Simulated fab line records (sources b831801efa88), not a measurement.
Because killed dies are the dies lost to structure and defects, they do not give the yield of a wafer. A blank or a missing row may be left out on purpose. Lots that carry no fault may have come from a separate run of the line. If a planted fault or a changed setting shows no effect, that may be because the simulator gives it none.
fab line records | flow sky130
record: lots: 5 wafers: 14 last_day: 50
route steps=708 shown VIA4@651 METAL5@661 PAD_OPEN@708
lots untouched by any fault: they come from a run of this same line in which no faults occurred
start_h: hours from the record's first day to the start of the lot's first wafer shown | wait_h: hours from the lot's prior step to this one | " as in the row above | L1.1+2: a row that stands for several wafers | - no value present, or no start provided | * or withheld: withheld | < > ~ a bound
route shown NAME@n: a module of which the file shows steps, and the number in the route of the first | usual: mean/standard deviation taken from wafers without a fault | same: alike in all rows | chamber/n: place in a boat | sites: per-site readings | _std_site: the values' standard deviation | _edge_site: inner sites' mean taken away from outer sites' mean | radius_mm: how far each site lies from the wafer's centre | mask NAME#n: copy n | behind: the last tool/chamber to shape the wafer | hold: why the lot went on hold/how many hours it stayed there/how the hold came to an end | device: transistor that didn't switch, given as n, p or np | end of line: the same wafers' tests at the end of the route | a step with no rows: only its recipe | killed: at the first sort, the dies lost to defects and structure; wafer yield is something else | map: the dies of a wafer, with x for killed, . for not killed, _ for no die there
set.NAME: setting as actually run; set.NAME@STEP: the setting as run at that earlier step | model.NAME: the simulator's own value behind a step, which no gauge read
lots seen at some steps along the route; tables by step, rows by wafer
services: a tool's chamber out of use, with start hour (start_h, from the record's first day; less than 0 if before it), hours out, and reason
== steps ==
step: SKY_VIA4_ETCH_12
recipe: target: SiO2 chemistry: C4F8/O2/Ar stop_on: TiN mask_material: NOVOLAK source_w: 1500 bias_w: 1200 pressure_mtorr: 40 c4f8_flow_sccm: withheld O2_flow_sccm: 6 Ar_flow_sccm: 300 time_s: withheld target_depth_a: 5800
step: SKY_VIA4_STRIP_13
recipe: chemistry: O2/N2 power_w: 1400 pressure_mtorr: 1500 platen_temp_c: withheld o2_flow_sccm: 3000 n2_flow_sccm: 300 overash_fraction: 0.5
usual: drypump_motor_current_A: 5.5/0.41 o2_flow_sccm: 2998/9.4 oes_product_au: 0.709/0.0046 strip_time_to_endpoint_s: 12.808/0.03
columns lot.wafer tool chamber start_h wait_h drypump_motor_current_A o2_flow_sccm oes_product_au rf_hours_counter_h strip_time_to_endpoint_s
L632.1 plasma_asher-02 0 1035.43 - 6.2 3004 0.708 90 12.850
L632.2 " 1 " " 5.2 2999 0.705 90 12.826
L632.5 " 1 " " 5.2 3000 0.715 - 12.830
L636.4 plasma_asher-03 0 1050.07 - 5.0 2986 0.704 - 12.797
L636.5 " 1 " " 5.0 2982 0.713 - 12.780
L636.6 " 0 " " 5.0 2991 0.711 - 12.800
L644.3 plasma_asher-02 1 1103.87 - 5.2 3001 0.709 - 12.838
L644.6 " 1 " " 5.2 3000 0.723 - 12.786
L647.1 plasma_asher-03 1 1123.53 - 5.0 2995 0.707 5 12.808
L647.5 " 0 " " 5.1 2976 0.713 - 12.798
L647.6 " 1 " " 5.0 2987 0.707 - 12.767
L652.1 plasma_asher-02 0 1145.57 - 6.3 2992 0.709 101 12.827
L652.2 " 1 " " 5.2 2993 0.708 101 12.831
L652.3 " 1 " " 5.2 2986 0.706 - 12.808
step: SKY_VIA4_STRIP_14
recipe: chemistry: post_etch_residue_remover time_s: 1200 temp_c: 72.5
step: SKY_VIA4_CLEAN_15
recipe: chemistry: IPA time_s: 180 temp_c: 25
step: SKY_VIA4_CLEAN_16
recipe: chemistry: O3/DIW dry: n2_spin
step: SKY_VIA4_SPUTTER_17
recipe: material: TiN target_thk_nm: 20 chamber_pressure_pa: 5 power_w: 4000 time_s: 80
step: SKY_VIA4_CVD_18
recipe: material: W target_thk_nm: 505 time_s: 152.14 temp_c: 400 pressure_torr: 40
usual: heater_power_w: 826/22
columns lot.wafer tool chamber start_h wait_h heater_power_w
L632.1 cvd_w-01 0 1036.09 0.0 833
L632.2 " 1 " " 834
L632.5 " 0 " " 846
L636.4 cvd_w-02 1 1050.75 0.1 820
L636.5 " 1 " " 815
L636.6 " 0 " " 821
L644.3 cvd_w-01 1 1104.65 0.1 880
L644.6 " 1 " " 859
L647.1 cvd_w-01 1 1124.19 0.0 865
L647.5 " 0 " " 838
L647.6 " 1 " " 856
L652.1 cvd_w-02 1 1146.68 0.0 834
L652.2 " 0 " " 818
L652.3 " 0 " " 802
step: SKY_VIA4_RS_MEAS_19
recipe: thk_meas_gauge: four-point-probe reads: W_of_VIA4_CVD_18+TiN_of_VIA4_SPUTTER_17
usual: VIA4_W_RS: 0.2247/0.0025
columns lot.wafer tool chamber start_h wait_h VIA4_W_RS[ohm/sq]
L632.1 film_metro-01 - 1036.24 0.1 0.2221
L632.2 " - " " 0.2266
L632.5 " - " " 0.2238
L636.4 film_metro-04 - 1050.91 0.1 0.2248
L636.5 " - " " 0.2269
L636.6 " - " " 0.2270
L644.3 film_metro-04 - 1104.79 0.1 0.2251
L644.6 " - " " 0.2241
L647.1 film_metro-04 - 1124.34 0.1 0.2291
L647.5 " - " " 0.2245
L647.6 " - " " 0.2271
L652.1 film_metro-01 - 1146.83 0.1 0.2252
L652.2 " - " " 0.2258
L652.3 " - " " 0.2267
step: SKY_VIA4_THK_MEAS_20
recipe: thk_meas_gauge: xrf reads: W_of_VIA4_CVD_18
usual: VIA4_W_THK: 518/6.3
columns lot.wafer tool chamber start_h wait_h VIA4_W_THK[nm]
L632.1 film_metro-01 - 1036.36 0.1 522
L632.2 " - " " 516
L632.5 " - " " 520
L636.4 film_metro-04 - 1051.00 0.1 514
L636.5 " - " " 510
L636.6 " - " " 510
L644.3 film_metro-04 - 1104.89 0.1 520
L644.6 " - " " 520
L647.1 film_metro-04 - 1124.46 0.1 510
L647.5 " - " " 517
L647.6 " - " " 512
L652.1 film_metro-01 - 1146.95 0.1 516
L652.2 " - " " 516
L652.3 " - " " 516
step: SKY_VIA4_CMP_21
recipe: stop_on: SiO2 t_overpolish_s: 25 down_force_psi: 3.5 platen_rpm: 60 target_thk_nm: 0 pad_velocity_m_s: 0.94248
usual: motor_current_A: 10.0/0.91 overpolish_run_s: 25.001/0.0082 time_to_endpoint_s: 125/4.2
columns lot.wafer tool chamber start_h wait_h motor_current_A overpolish_run_s time_to_endpoint_s
L632.1 cmp-02 1 1036.47 0.1 11.2 25.004 134
L632.2 " 2 " " 8.5 25.003 131
L632.5 " 1 " " 10.5 24.989 131
L636.4 cmp-02 2 1051.13 0.1 9.1 25.010 125
L636.6 " 0 " " 9.6 25.003 120
L636.5 " 1 " " 11.1 24.993 123
L644.3 cmp-02 1 1105.02 0.1 10.9 24.998 119
L644.6 " 0 " " 9.0 25.010 118
L647.1 cmp-02 3 1124.57 0.1 10.0 25.002 120
L647.5 " 2 " " 9.2 24.990 124
L647.6 " 3 " " 9.7 24.999 115
L652.2 cmp-01 0 1147.01 0.0 9.7 24.996 128
L652.1 " 1 " " 11.5 24.999 127
L652.3 " 3 " " 9.8 25.005 123
step: SKY_METAL5_SPUTTER_00
recipe: material: Ti target_thk_nm: 15 power_w: 3000 time_s: 10 chamber_pressure_pa: 0.4
usual: cathode_dc_power_W: 3000.0/0.59 throttle_valve_pct: 29.9/1.1
columns lot.wafer tool chamber start_h wait_h cathode_dc_power_W throttle_valve_pct
L632.1 pvd_sputter-02 - 1036.72 0.2 3000.4 29.5
L632.2 " - " " 2999.6 30.6
L632.5 " - " " 2999.0 28.2
L636.4 pvd_sputter-03 - 1051.33 0.1 3000.6 31.3
L636.5 " - " " 3000.0 30.1
L636.6 " - " " 2999.7 31.0
L644.3 pvd_sputter-02 - 1105.27 0.2 2998.8 29.6
L644.6 " - " " 2999.6 30.6
L647.1 pvd_sputter-04 - 1124.82 0.2 3000.3 30.5
L647.5 " - " " 3000.8 31.9
L647.6 " - " " 3000.4 29.3
L652.1 pvd_sputter-04 - 1147.31 0.2 2999.7 29.5
L652.2 " - " " 3000.6 28.3
L652.3 " - " " 3000.2 32.1
step: SKY_METAL5_SPUTTER_01
recipe: material: TiN target_thk_nm: 20 power_w: 6500 time_s: 16.7 chamber_pressure_pa: 0.4
step: SKY_METAL5_SPUTTER_02
recipe: material: AlCu target_thk_nm: 1150 power_w: 10600 time_s: 61.2 chamber_pressure_pa: 0.4
usual: cathode_dc_power_W: 10600/1.9 throttle_valve_pct: 29.9/1.1
columns lot.wafer tool chamber start_h wait_h cathode_dc_power_W throttle_valve_pct model.AlCu_of_METAL5_SPUTTER_02.thk_nm
L632.1 pvd_sputter-02 - 1036.77 0.0 10602 29.8 1167
L632.2 " - " " 10603 30.6 1154
L632.5 " - " " 10601 28.0 1158
L636.4 pvd_sputter-03 - 1051.37 0.0 10603 30.8 1156
L636.5 " - " " 10599 30.1 1152
L636.6 " - " " 10601 30.8 1154
L644.3 pvd_sputter-02 - 1105.32 0.0 10603 29.6 1153
L644.6 " - " " 10604 30.7 867.2
L647.1 pvd_sputter-04 - 1124.87 0.0 10598 30.5 1144
L647.5 " - " " 10599 32.2 1163
L647.6 " - " " 10601 29.5 1148
L652.1 pvd_sputter-04 - 1147.36 0.0 10599 29.3 1136
L652.2 " - " " 10599 28.6 1140
L652.3 " - " " 10599 32.4 1145
step: SKY_METAL5_SPUTTER_03
recipe: material: Ti target_thk_nm: 5 power_w: 3000 time_s: 3.3 chamber_pressure_pa: 0.4
usual: cathode_dc_power_W: 3000.0/0.57 throttle_valve_pct: 29.9/1.1
columns lot.wafer tool chamber start_h wait_h cathode_dc_power_W throttle_valve_pct
L632.1 pvd_sputter-02 - 1036.82 0.0 2999.3 30.1
L632.2 " - " " 2999.8 30.7
L632.5 " - " " 3000.1 28.6
L636.4 pvd_sputter-03 - 1051.43 0.0 2999.7 31.0
L636.5 " - " " 2999.7 30.1
L636.6 " - " " 3000.7 30.9
L644.3 pvd_sputter-02 - 1105.37 0.0 2999.8 29.9
L644.6 " - " " 3000.1 30.5
L647.1 pvd_sputter-04 - 1124.92 0.0 3000.1 30.6
L647.5 " - " " 3000.1 32.3
L647.6 " - " " 2999.9 29.5
L652.1 pvd_sputter-04 - 1147.41 0.0 2999.9 29.2
L652.2 " - " " 2999.4 28.5
L652.3 " - " " 2998.9 32.3
step: SKY_METAL5_SPUTTER_04
recipe: material: TiN target_thk_nm: 70 power_w: 6500 time_s: 58.3 chamber_pressure_pa: 0.4
step: SKY_METAL5_RS_MEAS_05
recipe: thk_meas_gauge: four-point-probe reads: TiN_of_METAL5_SPUTTER_04+Ti_of_METAL5_SPUTTER_03+AlCu_of_METAL5_SPUTTER_02+TiN_of_METAL5_SPUTTER_01+Ti_of_METAL5_SPUTTER_00
usual: METAL5_ALCU_RS: 0.0270/0.00031
columns lot.wafer tool chamber start_h wait_h METAL5_ALCU_RS[ohm/sq]
L632.1 film_metro-02 - 1036.89 0.0 0.0267
L632.2 " - " " 0.0270
L632.5 " - " " 0.0269
L636.4 film_metro-01 - 1051.55 0.1 0.0269
L636.5 " - " " 0.0269
L636.6 " - " " 0.0269
L644.3 film_metro-01 - 1105.48 0.1 0.0269
L644.6 " - " " 0.0359
L647.1 film_metro-01 - 1124.99 0.0 0.0272
L647.5 " - " " 0.0267
L647.6 " - " " 0.0271
L652.1 film_metro-02 - 1147.47 0.0 0.0274
L652.2 " - " " 0.0273
L652.3 " - " " 0.0272
step: SKY_METAL5_THK_MEAS_06
recipe: thk_meas_gauge: xrf reads: AlCu_of_METAL5_SPUTTER_02
usual: METAL5_ALCU_THK: 1145/14
columns lot.wafer tool chamber start_h wait_h METAL5_ALCU_THK[nm]
L632.1 film_metro-02 - 1037.01 0.1 1145
L632.2 " - " " 1139
L632.5 " - " " 1143
L636.4 film_metro-01 - 1051.64 0.1 1153
L636.5 " - " " 1150
L636.6 " - " " 1153
L644.3 film_metro-01 - 1105.58 0.1 1149
L644.6 " - " " 869
L647.1 film_metro-01 - 1125.11 0.1 1151
L647.5 " - " " 1166
L647.6 " - " " 1150
L652.1 film_metro-02 - 1147.59 0.1 1129
L652.2 " - " " 1133
L652.3 " - " " 1127
step: SKY_METAL5_DEHYDRATE_07
recipe: temp_c: 200 time_s: 60
step: SKY_METAL5_HMDS_08
recipe: prime_time_s: 60 prime_temp_c: 120
step: SKY_METAL5_COAT_09
recipe: resist: NOVOLAK spin_rpm: 3000 resist_thk_nm: 1800
step: SKY_METAL5_SOFTBAKE_10
recipe: temp_c: 90 time_s: 60 resist: NOVOLAK
step: SKY_METAL5_EXPOSE_11
recipe: mask_id: MM5 na: 0.6 source_shape: conventional sigma_outer: 0.6 polarization: unpolarized target_cd_nm: 1600 dose_mj: 190
step: SKY_METAL5_PEB_12
recipe: temp_c: withheld time_s: * resist: NOVOLAK
step: SKY_METAL5_DEVELOP_13
recipe: resist: NOVOLAK developer: TMAH develop_time_s: 60 dev_temp_c: 23
step: SKY_METAL5_DESCUM_14
recipe: chemistry: O2 source_power_w: 150 bias_power_w: 0 pressure_mtorr: 10 temp_c: 40 time_s: 11
step: SKY_METAL5_METAL_ETCH_15
recipe: target_depth_a: 12600 stop_on: SiO2 over_etch_frac: 0.2 time_s: 252 chemistry: Cl2/BCl3 resist_sidewall_deg: 86 pressure_mtorr: 10 icp_w: 900 bias_w: 48.5 Cl2_flow_sccm: 60 bcl3_flow_sccm: 30
usual: bias_w: 48.53/0.16 drypump_motor_current_A: 5.8/0.38 oes_product_au: 0.894/0.0047 throttle_valve_pct: 22.266/0.0087
columns lot.wafer tool chamber start_h wait_h bias_w drypump_motor_current_A oes_product_au rf_hours_counter_h throttle_valve_pct
L632.1 rie_metal-01 0 1058.97 0.0 48.91 5.5 0.902 19 22.268
L632.2 " 1 " " 48.41 5.4 0.889 25 22.266
L632.5 " 1 " " 48.57 5.3 0.889 - 22.275
L636.4 rie_metal-03 0 1072.99 0.1 48.15 5.5 0.895 - 22.260
L636.5 " 1 " " 48.54 6.1 0.888 - 22.268
L636.6 " 0 " " 48.23 5.4 0.898 - 22.273
L644.3 rie_metal-03 0 1124.58 0.1 48.23 5.4 0.890 - 22.272
L644.6 " 1 " " 48.46 6.1 0.792 - 22.255
L647.1 rie_metal-01 0 1143.25 0.0 48.52 5.5 0.895 1 22.263
L647.5 " 0 " " 48.30 5.5 0.899 - 22.268
L647.6 " 1 " " 48.60 5.4 0.892 - 22.251
L652.1 rie_metal-03 0 1164.95 0.0 48.42 5.4 0.896 17 22.259
L652.2 " 1 " " 48.40 6.1 0.903 27 22.278
L652.3 " 0 " " 48.64 5.4 0.894 - 22.259
step: SKY_METAL5_STRIP_16
recipe: chemistry: O2/N2 power_w: 1400 pressure_mtorr: 1500 platen_temp_c: withheld o2_flow_sccm: 3000 n2_flow_sccm: 300 overash_fraction: 0.5
step: SKY_PAD_OPEN_PROBE_99
usual: defect_limited_yield: 82.4/1.9 killed_at_M0_to_M3: 44/7.5 killed_at_M4_up: 3.2/1.9 killed_at_contacts: 23/4.7 killed_at_front_end: 15/4.7 killed_at_other: 0.4/0.66 killed_dies: 87/9.3 killed_open: 47/7.2 killed_short: 39/6.5 sort_bin_3_pad_short: 0.8/0.39 sort_bin_5_function: 10.5/1.4 sort_bin_6_memory: 6.3/1.2 sort_n_pass: 405/9.3 sort_yield_pct: 82.4/1.9
same: gross_dies: 492 killed_at_back_side: 0 sort_bin_4_leakage[%]: 0 sort_bin_8_speed[%]: 0
columns lot.wafer tool chamber start_h wait_h defect_limited_yield[%] killed_at_M0_to_M3 killed_at_M4_up killed_at_contacts killed_at_front_end killed_at_other killed_dies killed_open killed_short sort_bin_3_pad_short[%] sort_bin_5_function[%] sort_bin_6_memory[%] sort_n_pass sort_yield_pct[%] model.etest.met5.rs_ohm_sq model.etest.met5.line_ohm_um
L632.1 prober-01 - 1106.97 0.1 85.2 43 1 20 8 1 73 46 27 0.6 10.2 4.1 419 85.2 0.02656 0.01674
L632.2 prober-01 - 1107.02 0.1 81.3 52 6 21 13 0 92 49 43 0.6 12.6 5.5 400 81.3 0.02726 0.01696
L632.5 prober-01 - 1107.17 0.2 82.3 50 6 20 11 0 87 43 44 0.6 9.3 7.7 405 82.3 0.02694 0.01682
L636.4 prober-01 - 1116.04 0.2 85.2 38 3 20 12 0 73 44 29 0.8 8.7 5.3 419 85.2 0.027 0.0169
L636.5 prober-01 - 1116.09 0.2 84.1 49 4 13 12 0 78 33 45 0.8 7.9 7.1 414 84.1 0.0269 0.01676
L636.6 prober-01 - 1116.14 0.2 82.7 50 1 22 12 0 85 48 37 1.4 10.6 5.3 407 82.7 0.02703 0.01687
L644.3 prober-01 - 1164.08 0.2 80.9 48 3 31 12 0 94 57 37 1.0 11.0 7.1 398 80.9 0.02726 0.01698
L644.6 prober-01 - 1164.23 0.2 81.7 51 0 28 10 1 90 48 38 0.6 10.0 7.7 402 81.7 0.03603 0.0225
L647.1 prober-02 - 1180.60 0.1 81.5 39 3 28 20 1 91 49 42 0.8 9.6 8.1 401 81.5 0.02742 0.01706
L647.5 prober-02 - 1180.80 0.2 86.2 31 0 18 19 0 68 29 39 0.8 8.3 4.7 424 86.2 0.02713 0.01687
L647.6 prober-02 - 1180.85 0.2 79.7 46 2 30 21 1 100 57 43 1.4 11.6 7.3 392 79.7 0.02695 0.01684
L652.1 prober-02 - 1199.69 0.1 84.3 38 5 22 12 0 77 31 46 0.2 8.5 6.9 415 84.3 0.02768 0.01723
L652.2 prober-02 - 1199.74 0.1 82.5 43 0 27 16 0 86 44 38 0.8 8.9 7.7 406 82.5 0.02739 0.01707
L652.3 prober-02 - 1199.79 0.2 85.4 29 2 25 16 0 72 36 36 0.8 8.9 4.9 420 85.4 0.02717 0.01691
killed by level:class
L632.1 VIA1:geometric_particle:open=14 LI_CONTACT:geometric_particle:open=8 CONTACT:geometric_particle:open=7 VIA2:geometric_particle:open=6 VIA1:geometric_particle:short=4 VIA3:geometric_particle:open=4 FIELD_ISO:geometric_particle:open=3 METAL1:geometric_particle:short=3
L632.2 VIA1:geometric_particle:open=13 LI_CONTACT:geometric_particle:open=10 VIA1:geometric_particle:short=7 VIA3:geometric_particle:open=7 FIELD_ISO:geometric_particle:short=6 LI_CONTACT:geometric_particle:short=4 METAL1:geometric_particle:short=4 METAL2:geometric_particle:short=4
L632.5 VIA1:geometric_particle:open=10 VIA1:geometric_particle:short=9 VIA3:geometric_particle:open=6 LI_CONTACT:geometric_particle:open=6 CONTACT:geometric_particle:open=6 METAL2:geometric_particle:short=6 FIELD_ISO:geometric_particle:short=5 CONTACT:geometric_particle:short=5
L636.4 VIA1:geometric_particle:open=11 VIA2:geometric_particle:open=8 LI_CONTACT:geometric_particle:open=6 CONTACT:geometric_particle:open=6 FIELD_ISO:geometric_particle:open=5 VIA2:geometric_particle:short=4 SPACER:geometric_particle:short=3 LI_CONTACT:geometric_particle:short=3
L636.5 VIA1:geometric_particle:open=14 METAL2:geometric_particle:short=8 METAL1:geometric_particle:short=7 VIA2:geometric_particle:open=7 LOCAL_INTERCONNECT:geometric_particle:short=5 VIA1:geometric_particle:short=5 METAL4:geometric_particle:short=4 LI_CONTACT:geometric_particle:open=4
L636.6 VIA1:geometric_particle:open=13 CONTACT:geometric_particle:open=10 VIA2:geometric_particle:open=9 METAL2:geometric_particle:short=6 CONTACT:geometric_particle:short=5 METAL1:geometric_particle:short=4 METAL1:geometric_particle:open=4 VIA1:geometric_particle:short=4
L644.3 CONTACT:geometric_particle:open=12 LI_CONTACT:geometric_particle:open=11 VIA1:geometric_particle:open=10 VIA2:geometric_particle:open=9 VIA3:geometric_particle:open=7 METAL2:geometric_particle:short=6 FIELD_ISO:geometric_particle:short=4 CONTACT:geometric_particle:short=4
L644.6 VIA1:geometric_particle:open=17 LI_CONTACT:geometric_particle:open=7 CONTACT:geometric_particle:open=7 VIA2:geometric_particle:open=7 CONTACT:geometric_particle:short=6 LI_CONTACT:geometric_particle:short=5 VIA1:geometric_particle:short=5 METAL2:geometric_particle:short=5
L647.1 LOCAL_INTERCONNECT:geometric_particle:short=12 VIA1:geometric_particle:open=11 VIA3:geometric_particle:open=8 LI_CONTACT:geometric_particle:open=7 FIELD_ISO:geometric_particle:open=6 CONTACT:geometric_particle:open=6 FIELD_ISO:geometric_particle:short=5 POLY_GATE:geometric_particle:open=4
L647.5 VIA1:geometric_particle:open=9 FIELD_ISO:geometric_particle:short=7 METAL3:geometric_particle:short=5 LI_CONTACT:geometric_particle:open=4 LOCAL_INTERCONNECT:geometric_particle:short=4 CONTACT:geometric_particle:short=4 METAL1:geometric_particle:short=4 FIELD_ISO:geometric_particle:open=3
L647.6 VIA1:geometric_particle:open=15 LI_CONTACT:geometric_particle:open=9 CONTACT:geometric_particle:open=8 VIA3:geometric_particle:open=7 FIELD_ISO:geometric_particle:open=6 POLY_GATE:geometric_particle:short=6 LOCAL_INTERCONNECT:geometric_particle:short=6 VIA1:geometric_particle:short=5
L652.1 METAL2:geometric_particle:short=10 LOCAL_INTERCONNECT:geometric_particle:short=6 CONTACT:geometric_particle:open=6 METAL1:geometric_particle:short=5 VIA3:geometric_particle:short=5 VIA3:geometric_particle:open=5 FIELD_ISO:geometric_particle:open=4 LI_CONTACT:geometric_particle:open=4
L652.2 FIELD_ISO:geometric_particle:short=9 CONTACT:geometric_particle:open=9 VIA1:geometric_particle:open=9 METAL2:geometric_particle:short=9 VIA3:geometric_particle:open=7 LI_CONTACT:geometric_particle:open=6 FIELD_ISO:geometric_particle:open=4 LI_CONTACT:geometric_particle:short=4
L652.3 VIA1:geometric_particle:open=8 LI_CONTACT:geometric_particle:open=6 VIA3:geometric_particle:open=6 LOCAL_INTERCONNECT:geometric_particle:short=6 CONTACT:geometric_particle:open=6 METAL2:geometric_particle:short=6 POLY_GATE:geometric_particle:short=5 POLY_GATE:geometric_particle:open=4
== services ==
columns tool chamber start_h hours kind
cmp-01 - 1019.55 2.6 repair
rie_metal-01 - 1021.74 0.5 repair
cmp-02 - 1051.79 0.3 repair
plasma_asher-03 - 1055.25 9.0 pm
plasma_asher-03 0 1055.25 9.0 vent_cycle
plasma_asher-03 1 1055.25 9.0 vent_cycle
plasma_asher-03 0 1064.25 - clean
plasma_asher-03 1 1064.25 - clean
cvd_w-01 1 1068.63 4.9 repair
rie_metal-03 - 1069.58 1.2 repair
cmp-02 - 1070.05 4.0 pm
cmp-02 - 1074.05 - consumable_replace:conditioner
cmp-02 - 1074.05 - consumable_replace:pad
cvd_w-01 - 1075.81 0.6 repair
cvd_w-02 0 1080.18 20.6 repair
cmp-01 - 1095.65 4.8 pm
cmp-02 - 1100.64 0.6 repair
rie_metal-03 - 1106.00 1.9 repair
cmp-01 - 1111.16 7.6 pm
cvd_w-01 - 1128.74 0.5 repair
cmp-01 - 1134.87 1.6 repair
rie_metal-01 - 1139.80 1.7 repair
cmp-01 - 1143.19 0.6 repair
plasma_asher-02 - 1157.82 2.9 repair
== key ==
first_sign: step: SKY_METAL5_RS_MEAS_05 reading: METAL5_ALCU_RS direction: up sigmas: 29 usual: 0.0270 struck: 0.0359
effect: step: SKY_METAL5_THK_MEAS_06 reading: METAL5_ALCU_THK direction: down sigmas: 19 usual: 1145 struck: 869
effect: step: SKY_METAL5_METAL_ETCH_15 reading: oes_product_au direction: down sigmas: 22 usual: 0.894 struck: 0.792
model_effect: step: SKY_METAL5_SPUTTER_02 value: AlCu_of_METAL5_SPUTTER_02.thk_nm without: 1137 struck: 867.2
model_effect: step: SKY_PAD_OPEN_PROBE_99 value: etest.met5.rs_ohm_sq without: 0.02743 struck: 0.03603
met_at SKY_METAL5_SPUTTER_02
struck_wafers L644.6
onset_between 1036.77 1105.32
fault: kind: process_parameter_drift tool: pvd_sputter-02 chamber: - onset_h: 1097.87 steps: SKY_METAL5_SPUTTER_02 channel: time_s offset: * shape: step end_h: 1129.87 scope: struck_wafers_only acts_in: * stated: *
